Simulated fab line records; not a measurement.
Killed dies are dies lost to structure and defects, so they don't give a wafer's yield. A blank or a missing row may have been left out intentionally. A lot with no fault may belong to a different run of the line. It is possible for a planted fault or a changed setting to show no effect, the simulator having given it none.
What tool caused it? :: flow gf180mcu :: 13 lots with 39 wafers sampled at 4 steps, on a route of 602 steps

== WHAT THE GAUGES SHOWED, per wafer ==
GF_M4_CD_MEAS_14: the cd target is 280 nm. Usual: cd nm 279.3 nm, standard deviation 1.1.
lot: L350
measured: day 23 04:46
on: cd sem-01
cd nm (nm): 279.3 279.4 279.5
flag: 

lot: L352
measured: day 24 05:03
on: cd sem-01
cd nm (nm): 279.2 280.3 279.9
flag: 

lot: L351
measured: day 24 07:01
on: cd sem-02
cd nm (nm): 280.6 279.6 280.9
flag: 

lot: L354
measured: day 24 23:35
on: cd sem-01
cd nm (nm): 280.9 279.8 280.1
flag: 

lot: L358
measured: day 26 05:25
on: cd sem-02
cd nm (nm): 277.6 278.2 279.5
flag: 

lot: L361
measured: day 27 04:41
on: cd sem-01
cd nm (nm): 281.7 279.7 280.8
flag: 

lot: L362
measured: day 27 10:13
on: cd sem-02
cd nm (nm): 279.1 278.9 278.7
flag: 

lot: L365
measured: day 28 08:49
on: cd sem-01
cd nm (nm): 279.8 280.2 280.1
flag: 

lot: L368
measured: day 29 08:27
on: cd sem-01
cd nm (nm): 279.4 278.2 278.8
flag: 

lot: L369
measured: day 29 17:04
on: cd sem-02
cd nm (nm): 278.3 278.0 277.2
flag: 

lot: L370
measured: day 29 21:09
on: cd sem-02
cd nm (nm): 279.8 278.5 278.4
flag: 

lot: L372
measured: day 30 02:00
on: cd sem-01
cd nm (nm): 279.0 279.5 279.0
flag: 

lot: L373
measured: day 30 12:24
on: cd sem-02
cd nm (nm): 279.3 278.8 279.0
flag: 

GF_V4_OVL_MEAS_15. Usual: V4_OVL typically reads -2 nm, with standard deviation 4.8.
lot: L350
measured: day 24 04:59
on: overlay-02
V4_OVL (nm): -3 0 5
flag: 

lot: L352
measured: day 25 04:28
on: overlay-01
V4_OVL (nm): -10 -4 -6
flag: 

lot: L351
measured: day 25 06:10
on: overlay-02
V4_OVL (nm): -5 0 -3
flag: 

lot: L354
measured: day 25 22:14
on: overlay-01
V4_OVL (nm): -5 -4 1
flag: 

lot: L358
measured: day 27 03:38
on: overlay-01
V4_OVL (nm): 1 0 -4
flag: 

lot: L361
measured: day 28 02:18
on: overlay-02
V4_OVL (nm): 3 4 -4
flag: 

lot: L362
measured: day 28 08:08
on: overlay-02
V4_OVL (nm): -6 -4 -3
flag: 

lot: L365
measured: day 29 05:11
on: overlay-02
V4_OVL (nm): -3 1 2
flag: 

lot: L368
measured: day 30 05:01
on: overlay-02
V4_OVL (nm): -5 -1 -3
flag: 

lot: L369
measured: day 30 13:17
on: overlay-02
V4_OVL (nm): -2 -4 2
flag: 

lot: L370
measured: day 30 17:03
on: overlay-02
V4_OVL (nm): -5 -4 0
flag: 

lot: L372
measured: day 30 21:56
on: overlay-02
V4_OVL (nm): -4 1 0
flag: 

lot: L373
measured: day 31 07:13
on: overlay-02
V4_OVL (nm): 4 1 -4
flag: 

== WHICH TOOL RAN EACH LOT (tool, then ch and the chambers of the sampled wafers, then the start) ==
lot: L350
GF_M4_SPUTTER_01: pvd sputter-03, day 22 05:54
GF_V4_CMP_04: cmp-01 ch 0,2,3, day 23 05:58

lot: L352
GF_M4_SPUTTER_01: pvd sputter-04, day 23 06:49
GF_V4_CMP_04: cmp-02 ch 2,3, day 24 06:14

lot: L351
GF_M4_SPUTTER_01: pvd sputter-02, day 23 08:43
GF_V4_CMP_04: cmp-01 ch 0,2,3, day 24 08:11

lot: L354
GF_M4_SPUTTER_01: pvd sputter-03, day 24 01:38
GF_V4_CMP_04: cmp-01 ch 0,2,3, day 25 00:43

lot: L358
GF_M4_SPUTTER_01: pvd sputter-02, day 25 08:10
GF_V4_CMP_04: cmp-02 ch 0,1,3, day 26 06:35

lot: L361
GF_M4_SPUTTER_01: pvd sputter-03, day 26 07:58
GF_V4_CMP_04: cmp-01 ch 0,1,3, day 27 05:55

lot: L362
GF_M4_SPUTTER_01: pvd sputter-02, day 26 13:36
GF_V4_CMP_04: cmp-02 ch 1,2,3, day 27 11:25

lot: L365
GF_M4_SPUTTER_01: pvd sputter-02, day 27 12:58
GF_V4_CMP_04: cmp-02 ch 0,3, day 28 10:02

lot: L368
GF_M4_SPUTTER_01: pvd sputter-04, day 28 13:38
GF_V4_CMP_04: cmp-02 ch 0,1,2, day 29 09:35

lot: L369
GF_M4_SPUTTER_01: pvd sputter-03, day 28 22:25
GF_V4_CMP_04: cmp-02 ch 1,2,3, day 29 18:09

lot: L370
GF_M4_SPUTTER_01: pvd sputter-02, day 29 02:27
GF_V4_CMP_04: cmp-02 ch 0,2, day 29 22:36

lot: L372
GF_M4_SPUTTER_01: pvd sputter-03, day 29 07:29
GF_V4_CMP_04: cmp-01 ch 0,1,3, day 30 03:07

lot: L373
GF_M4_SPUTTER_01: pvd sputter-04, day 29 17:53
GF_V4_CMP_04: cmp-01 ch 0,1,3, day 30 13:31
- GF_M4_SPUTTER_01: material TiN, target thk 30 nm, time 25 s.
- GF_V4_CMP_04: polishes SiO2.

== AS READ BY THE TOOLS THEMSELVES (means over the sampled wafers that have a number; for cases with no such wafer, the mark the record gives instead) ==
GF_M4_SPUTTER_01. Usual: throttle valve pct 30.1 %, standard deviation 1.1.
lot: L350
tool: pvd sputter-03
throttle valve pct (%): 29.6
flag: 

lot: L352
tool: pvd sputter-04
throttle valve pct (%): 28.8
flag: 

lot: L351
tool: pvd sputter-02
throttle valve pct (%): 29.2
flag: 

lot: L354
tool: pvd sputter-03
throttle valve pct (%): 30.2
flag: 

lot: L358
tool: pvd sputter-02
throttle valve pct (%): 31.4
flag: 

lot: L361
tool: pvd sputter-03
throttle valve pct (%): 30.0
flag: 

lot: L362
tool: pvd sputter-02
throttle valve pct (%): 30.3
flag: 

lot: L365
tool: pvd sputter-02
throttle valve pct (%): 30.3
flag: 

lot: L368
tool: pvd sputter-04
throttle valve pct (%): 30.2
flag: 

lot: L369
tool: pvd sputter-03
throttle valve pct (%): 30.0
flag: 

lot: L370
tool: pvd sputter-02
throttle valve pct (%): 30.1
flag: 

lot: L372
tool: pvd sputter-03
throttle valve pct (%): 29.9
flag: 

lot: L373
tool: pvd sputter-04
throttle valve pct (%): 30.3
flag: 

GF_V4_CMP_04. Usual: motor current A 11.4 A, standard deviation 0.99; time to endpoint s 80 s, standard deviation 5.4.
lot: L350
tool: cmp-01
motor current A (A): 12.4
time to endpoint s (s): 81
flag: 

lot: L352
tool: cmp-02
motor current A (A): 10.9
time to endpoint s (s): 88
flag: 

lot: L351
tool: cmp-01
motor current A (A): 12.1
time to endpoint s (s): 84
flag: 

lot: L354
tool: cmp-01
motor current A (A): 12.1
time to endpoint s (s): 81
flag: 

lot: L358
tool: cmp-02
motor current A (A): 10.6
time to endpoint s (s): 81
flag: 

lot: L361
tool: cmp-01
motor current A (A): 11.6
time to endpoint s (s): 95
flag: 

lot: L362
tool: cmp-02
motor current A (A): 11.0
time to endpoint s (s): 75
flag: 

lot: L365
tool: cmp-02
motor current A (A): 10.7
time to endpoint s (s): 76
flag: 

lot: L368
tool: cmp-02
motor current A (A): 10.7
time to endpoint s (s): 80
flag: 

lot: L369
tool: cmp-02
motor current A (A): 10.9
time to endpoint s (s): 78
flag: 

lot: L370
tool: cmp-02
motor current A (A): 10.9
time to endpoint s (s): 78
flag: 

lot: L372
tool: cmp-01
motor current A (A): 12.0
time to endpoint s (s): 75
flag: 

lot: L373
tool: cmp-01
motor current A (A): 12.0
time to endpoint s (s): 84
flag: 

== THE ANSWER, worked out from the rows above alone ==
Rule: a lot is off if the mean of its wafers that have a number lies more than 3 standard deviations from the usual mean. Also off: a lot with no number at a reading for which 4 or more lots have one. Any other lot the step has rows for is counted as sound. The gauges are gone through in route order, then the tools' own readings, and for those a lot's mean is taken as printed above. The first step at which some lot is off is used, and at that step the reading that is off furthest; a lot without a number counts as furthest.
No lot is off on any of the readings shown, so nothing can be concluded from this.

== WHAT THE SIMULATOR HAD PUT IN ==
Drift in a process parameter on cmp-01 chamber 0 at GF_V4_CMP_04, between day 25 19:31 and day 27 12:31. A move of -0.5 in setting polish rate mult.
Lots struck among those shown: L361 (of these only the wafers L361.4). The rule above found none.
